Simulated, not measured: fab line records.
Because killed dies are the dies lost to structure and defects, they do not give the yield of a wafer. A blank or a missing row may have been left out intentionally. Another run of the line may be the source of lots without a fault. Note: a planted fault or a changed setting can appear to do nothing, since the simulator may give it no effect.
Which tool is to blame? ; flow gf180mcu ; 12 lots (36 wafers sampled), 1 step of a 602-step route

WHAT THE GAUGES READ, wafer by wafer
GF_PSD_TW_MEAS_11.
lot;measured;on;PSD_TW
L075;day 14 10:19;film-metro-03;3187 3160 3151
L077;day 15 10:21;film-metro-01;3162 3151 3178
L079;day 15 23:08;film-metro-03;3144 3128 3140
L081;day 16 13:54;film-metro-02;3160 3163 3174
L083;day 17 11:01;film-metro-01;3128 3138 3153
L085;day 18 04:17;film-metro-02;3183 3187 3173
L087;day 18 18:23;film-metro-03;3136 3170 3137
L089;day 19 14:20;film-metro-01;3166 3187 3157
L091;day 20 04:21;film-metro-02;3169 3170 3175
L093;day 20 20:15;film-metro-03;3147 3147 3133
L095;day 21 13:37;film-metro-01;3159 3149 3148
L097;day 22 02:33;film-metro-02;3158 3207 3161

TOOL THAT RAN EACH LOT (tool first, then ch and the chambers of the sampled wafers, then the start)
Before these readings, the record contains no process step.

THE ANSWER, worked out from the rows above alone
Rule: the usual values come from the lots themselves. Put in order of their means at a reading, lots are off if they are a third of the lots or fewer, leave a main group of 4 or more, and stand apart from it by a gap of 3 or more times the standard deviation of the main group's means; of several such gaps the widest counts. A main group whose means are all the same, to the digits that the tables above print for the reading, isn't used. Also off: a lot with no number at a reading for which 4 or more lots have one. Where the step has rows for the other lots, those lots are counted as sound.
No lot is off at any reading shown: from this, nothing can be told.

WHAT WAS PUT IN BY THE SIMULATOR
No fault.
